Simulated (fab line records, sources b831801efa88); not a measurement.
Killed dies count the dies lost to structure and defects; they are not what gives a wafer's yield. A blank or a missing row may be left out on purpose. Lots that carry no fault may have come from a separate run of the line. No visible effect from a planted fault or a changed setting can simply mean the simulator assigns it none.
Which tool is to blame?    flow sky130    Sampling: 13 lots, 39 wafers, 4 of 708 route steps

== WHAT THE GAUGES READ, wafer by wafer ==
SKY_LOCAL_INTERCONNECT_RS_MEAS_01: the measuring method here is four-point-probe. Usual: for LOCAL_INTERCONNECT_TIN_RS the level is 14.20 ohm/sq and the standard deviation is 0.19.
lot   measured      on             LOCAL_INTERCONNECT_TIN_RS (ohm/sq)  flag
L564  day 30 03:29  film_metro-02  14.33 14.36 14.23                   
L566  day 30 06:14  film_metro-02  14.30 14.42 14.33                   
L568  day 31 06:09  film_metro-01  14.20 14.14 14.23                   
L577  day 34 04:28  film_metro-01  14.34 14.36 14.36                   
L578  day 34 10:25  film_metro-02  14.26 14.09 14.17                   
L579  day 34 13:41  film_metro-01  14.11 14.00 14.29                   
L580  day 34 22:25  film_metro-02  14.39 14.37 14.21                   
L581  day 35 00:59  film_metro-01  14.17 14.11 13.94                   
L582  day 35 09:41  film_metro-02  14.17 14.29 13.90                   
L583  day 35 18:51  film_metro-02  14.25 14.37 14.19                   
L584  day 36 17:02  film_metro-01  14.29 14.33 14.37                   
L585  day 36 17:44  film_metro-01  14.20 14.20 14.02                   
L586  day 36 18:00  film_metro-02  14.52 14.58 14.43                   

SKY_LOCAL_INTERCONNECT_CD_MEAS_11 targets a cd of 170 nm. Usual: cd_nm reads 170.5 nm (standard deviation 1.8).
lot   measured      on         cd_nm (nm)         flag
L564  day 31 06:19  cd_sem-01  170.2 171.6 171.4  
L566  day 31 09:07  cd_sem-01  170.3 168.7 171.3  
L568  day 32 09:45  cd_sem-01  170.6 170.0 171.2  
L577  day 35 07:21  cd_sem-01  169.0 170.1 168.9  
L578  day 35 13:03  cd_sem-02  175.0 174.6 174.6  
L579  day 35 17:11  cd_sem-02  169.6 167.9 167.7  
L580  day 36 00:46  cd_sem-02  171.8 171.4 170.0  
L581  day 36 03:32  cd_sem-01  171.5 172.2 171.5  
L582  day 36 12:14  cd_sem-02  171.5 169.8 171.3  
L583  day 36 21:06  cd_sem-01  167.2 166.5 168.0  
L584  day 37 17:50  cd_sem-01  170.5 168.9 170.6  
L585  day 37 18:42  cd_sem-02  170.1 168.6 168.8  
L586  day 37 20:21  cd_sem-02  174.0 172.8 171.6  

== WHICH TOOL RAN EACH LOT (tool, then ch and the chambers of the sampled wafers, then the start) ==
lot   SKY_LI_CONTACT_EXPOSE_09           SKY_LI_CONTACT_ETCH_15
L564  krf_scanner-01 ch 0, day 29 12:16  rie_diel-01 ch 0,3, day 30 02:14
L566  krf_scanner-02 ch 0, day 29 14:48  rie_diel-03 ch 0,2,3, day 30 05:02
L568  krf_scanner-02 ch 0, day 30 16:16  rie_diel-02 ch 0,1, day 31 04:47
L577  krf_scanner-02 ch 0, day 33 13:54  rie_diel-03 ch 0,1,3, day 34 03:17
L578  krf_scanner-02 ch 0, day 33 19:14  rie_diel-02 ch 0,1, day 34 09:05
L579  krf_scanner-01 ch 0, day 33 23:00  rie_diel-01 ch 1,2, day 34 12:27
L580  krf_scanner-02 ch 0, day 34 08:29  rie_diel-03 ch 0,2,3, day 34 21:11
L581  krf_scanner-01 ch 0, day 34 10:39  rie_diel-02 ch 1,2, day 34 23:48
L582  krf_scanner-01 ch 0, day 34 19:30  rie_diel-02 ch 1,2, day 35 08:30
L583  krf_scanner-01 ch 0, day 35 04:26  rie_diel-01 ch 0,2, day 35 17:38
L584  krf_scanner-02 ch 0, day 36 02:07  rie_diel-02 ch 1,3, day 36 15:50
L585  krf_scanner-01 ch 0, day 36 02:25  rie_diel-01 ch 1,2, day 36 16:32
L586  krf_scanner-01 ch 0, day 36 02:49  rie_diel-03 ch 0,2, day 36 16:47
- SKY_LI_CONTACT_EXPOSE_09: exposes mask LICM1, target cd 170 nm.
- SKY_LI_CONTACT_ETCH_15: etches PSG in C4F8/O2/Ar, stops on Si, target depth 600 nm.

== AS READ BY THE TOOLS THEMSELVES (means over the sampled wafers that have a number; for cases with no such wafer, the mark the record gives instead) ==
SKY_LI_CONTACT_EXPOSE_09. Usual: exposure_dose_mJ_cm2 reads 37.94 (standard deviation 0.033).
lot   tool            exposure_dose_mJ_cm2  flag
L564  krf_scanner-01  37.93                 
L566  krf_scanner-02  37.95                 
L568  krf_scanner-02  38.09                 OFF
L577  krf_scanner-02  37.94                 
L578  krf_scanner-02  37.91                 
L579  krf_scanner-01  37.97                 
L580  krf_scanner-02  37.96                 
L581  krf_scanner-01  37.95                 
L582  krf_scanner-01  37.94                 
L583  krf_scanner-01  37.96                 
L584  krf_scanner-02  37.94                 
L585  krf_scanner-01  37.90                 
L586  krf_scanner-01  37.96                 

SKY_LI_CONTACT_ETCH_15. Usual: oes_product_au reads 0.836 a.u. (standard deviation 0.0043).
lot   tool         oes_product_au (a.u.)  flag
L564  rie_diel-01  0.835                  
L566  rie_diel-03  0.836                  
L568  rie_diel-02  0.835                  
L577  rie_diel-03  0.837                  
L578  rie_diel-02  0.834                  
L579  rie_diel-01  0.834                  
L580  rie_diel-03  0.837                  
L581  rie_diel-02  0.836                  
L582  rie_diel-02  0.835                  
L583  rie_diel-01  0.837                  
L584  rie_diel-02  0.837                  
L585  rie_diel-01  0.844                  
L586  rie_diel-03  0.837                  

== THE ANSWER, worked out from the rows above alone ==
Rule: take the mean of a lot's wafers that have a number; if it is more than 3 standard deviations from the usual mean, the lot is off. A lot without any number at a reading at which 4 lots or more have one is off too. All remaining lots with rows at the step are treated as sound. After the gauges, taken in route order, come the tools' own readings; for these a lot's mean is taken, as printed above. At the first step where some lot is off, the reading lying furthest off is the one used; lots without a number count as furthest.
Off: L568 (SKY_LI_CONTACT_EXPOSE_09, exposure_dose_mJ_cm2).
If a tool, at that step or one of the process steps before it, ran each lot that is off and ran no sound lot following the first of them, it fits. Of those tried, none fits.

== WHAT HAD BEEN PUT IN BY THE SIMULATOR ==
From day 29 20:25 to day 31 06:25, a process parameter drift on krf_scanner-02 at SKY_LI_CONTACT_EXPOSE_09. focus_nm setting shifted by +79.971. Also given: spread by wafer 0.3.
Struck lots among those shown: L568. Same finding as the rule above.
